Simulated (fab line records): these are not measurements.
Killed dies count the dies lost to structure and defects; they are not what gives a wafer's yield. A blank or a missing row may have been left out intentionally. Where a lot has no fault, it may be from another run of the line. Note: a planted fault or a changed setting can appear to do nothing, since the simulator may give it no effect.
Matching of chambers -- flow sfq_line -- cmp-02 running SFQ_TRILAYER_I6_CMP_CMP_166: 4 sister chambers
The step polishes SiO2. 8 wafers are shown with their chamber, then 10 later ones without.

WAFERS, EACH WITH ITS CHAMBER
wafer,chamber,motor_current_A (A),time_to_endpoint_s (s)
L196.1,0,10.5,217
L196.2,2,10.3,194
L198.3,0,9.8,220
L198.4,3,8.0,214
L202.1,3,8.3,216
L202.5,1,10.1,223
L203.1,2,10.7,212
L203.2,1,9.2,220

WAFERS WITH NO CHAMBER GIVEN
wafer,motor_current_A (A),time_to_endpoint_s (s)
L203.3,10.4,212
L205.3,10.6,202
L205.1,10.3,207
L205.2,9.7,219
L206.2,9.8,202
L206.5,10.4,207
L206.6,8.1,205
L207.3,10.6,206
L207.5,9.9,202
L207.6,8.4,203

WHICH CHAMBER EACH ONE RAN IN
wafer,from the rows above,in truth
L203.3,can't be placed: 0 or 2 or 1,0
L205.3,2,2
L205.1,can't be placed: 2 or 0 or 1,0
L205.2,can't be placed: 1 or 0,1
L206.2,can't be placed: 2 or 0 or 1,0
L206.5,can't be placed: 2 or 0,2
L206.6,3,3
L207.3,can't be placed: 2 or 0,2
L207.5,can't be placed: 2 or 0 or 1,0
L207.6,3,3
Correct placement for 3 of the 10. Can't be placed from these rows: 7 (the true chamber is among the candidates in 7). Wrongly placed: 0.
How it was worked out, from the rows above alone: a wafer's distance from a chamber is the root of the sum, over the readings, of the square of ((its reading less the chamber's mean) divided by the reading's scatter). If the next closest chamber is less than 2 further off than the closest, the wafer can't be placed; otherwise it belongs to the closest. A chamber's mean is the mean of its shown wafers. The scatter: take each reading less its chamber's mean, square it, sum over the shown wafers, divide by the number of wafers less the number of chambers, and take the root.
